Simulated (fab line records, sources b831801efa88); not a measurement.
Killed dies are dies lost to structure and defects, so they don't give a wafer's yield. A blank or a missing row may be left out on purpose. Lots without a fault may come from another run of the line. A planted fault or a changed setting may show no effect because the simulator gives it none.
Which tool did it? | flow gf180mcu | 24 lots, 72 wafers sampled, at 2 steps of a route of 602

WHAT THE GAUGES READ, wafer by wafer
GF_POLY_GATE_CD_MEAS_10: target cd 280 nm. Usual: cd_nm 280.0 nm, standard deviation 1.4.
lot  | measured     | on        | cd_nm (nm)        | flag
L074 | day 9 03:26  | cd_sem-01 | 278.1 277.7 278.1 |
L075 | day 9 14:42  | cd_sem-02 | 281.8 281.1 280.1 |
L077 | day 9 21:18  | cd_sem-02 | 280.8 279.7 279.5 |
L076 | day 9 21:24  | cd_sem-01 | 281.9 280.8 281.6 |
L078 | day 10 12:33 | cd_sem-01 | 277.8 279.2 278.3 |
L079 | day 10 12:39 | cd_sem-02 | 279.3 278.8 278.5 |
L080 | day 10 19:48 | cd_sem-01 | 279.2 280.2 278.6 |
L081 | day 11 03:09 | cd_sem-02 | 280.8 280.1 280.7 |
L082 | day 11 09:29 | cd_sem-02 | 282.3 283.4 281.6 |
L083 | day 11 21:57 | cd_sem-01 | 279.2 278.6 278.6 |
L084 | day 11 22:20 | cd_sem-01 | 280.2 281.4 281.6 |
L085 | day 12 03:49 | cd_sem-01 | 282.1 280.5 281.1 |
L086 | day 12 14:14 | cd_sem-01 | 282.5 281.1 281.5 |
L087 | day 12 22:50 | cd_sem-01 | 279.4 281.0 280.8 |
L088 | day 13 03:31 | cd_sem-01 | 278.6 279.2 279.5 |
L089 | day 13 10:15 | cd_sem-01 | 279.5 279.6 279.9 |
L090 | day 13 16:21 | cd_sem-02 | 281.0 279.6 280.8 |
L091 | day 14 05:20 | cd_sem-02 | 281.4 279.9 280.2 |
L092 | day 14 13:29 | cd_sem-01 | 281.5 280.0 281.1 |
L093 | day 14 18:33 | cd_sem-01 | 277.5 279.3 278.1 |
L094 | day 15 10:54 | cd_sem-02 | 278.6 279.5 280.1 |
L096 | day 15 22:20 | cd_sem-02 | 277.8 278.1 276.6 |
L095 | day 16 02:16 | cd_sem-02 | 281.2 281.4 280.3 |
L097 | day 16 07:48 | cd_sem-01 | 279.8 279.5 280.3 |

GF_PSD_OVL_MEAS_08. Usual: PSD_OVL 0.3 nm, standard deviation 1.3.
lot  | measured     | on         | PSD_OVL (nm)   | flag
L074 | day 14 08:29 | overlay-02 | 0.5 1.2 -0.3   |
L075 | day 14 14:24 | overlay-01 | 1.5 1.5 0.9    |
L077 | day 15 01:15 | overlay-01 | -0.6 0.1 0.5   |
L076 | day 15 01:24 | overlay-01 | 0.8 2.2 0.9    |
L078 | day 15 17:48 | overlay-01 | -1.4 -1.4 -1.1 |
L079 | day 15 18:45 | overlay-01 | -0.2 1.7 -1.4  |
L080 | day 16 04:05 | overlay-02 | 1.1 -0.6 -0.3  |
L081 | day 16 10:06 | overlay-02 | -0.3 0.0 -2.1  |
L082 | day 16 19:30 | overlay-01 | 0.1 0.9 1.4    |
L083 | day 17 10:48 | overlay-01 | 0.0 0.4 0.5    |
L084 | day 17 13:25 | overlay-02 | -3.0 -0.4 -0.3 |
L085 | day 17 16:33 | overlay-02 | 0.1 0.5 0.5    |
L086 | day 18 06:57 | overlay-01 | 0.5 -2.5 0.9   |
L087 | day 18 17:03 | overlay-02 | 2.7 2.6 2.5    |
L088 | day 18 23:18 | overlay-01 | 1.0 2.4 1.8    |
L089 | day 19 05:33 | overlay-02 | 0.6 1.3 2.6    |
L090 | day 19 12:35 | overlay-02 | 2.7 1.2 0.8    |
L091 | day 20 04:00 | overlay-02 | -2.4 -1.2 -2.0 |
L092 | day 20 14:49 | overlay-02 | -1.0 -1.1 0.2  |
L093 | day 20 18:51 | overlay-02 | 1.4 1.0 -0.5   |
L094 | day 21 14:11 | overlay-01 | -0.1 1.1 -0.6  |
L096 | day 22 01:35 | overlay-02 | 0.2 1.3 1.1    |
L095 | day 22 04:24 | overlay-02 | 2.3 1.3 2.8    |
L097 | day 22 11:03 | overlay-02 | -0.6 -0.7 -0.2 |

WHICH TOOL RAN EACH LOT (tool, then ch and the chambers of the sampled wafers, then the start)
The record holds no process step before these readings.

WHAT THE TOOLS THEMSELVES READ (means of the sampled wafers that have a number; where no wafer has one, the mark that the record gives instead)
The record holds no such reading with a usual standard deviation.

THE ANSWER, worked out from the rows above alone
Rule: a lot is off if the mean of its wafers that have a number lies more than 3 standard deviations from the usual mean. A lot without any number at a reading at which 4 lots or more have one is off too. The other lots that the step has rows for count as sound. The gauges are gone through in route order, then the tools' own readings, and for those a lot's mean is taken as printed above. The first step at which some lot is off is used, and at that step the reading that is off furthest; a lot without a number counts as furthest.
No lot is off at any reading shown: from this, nothing can be told.

WHAT THE SIMULATOR HAD PUT IN
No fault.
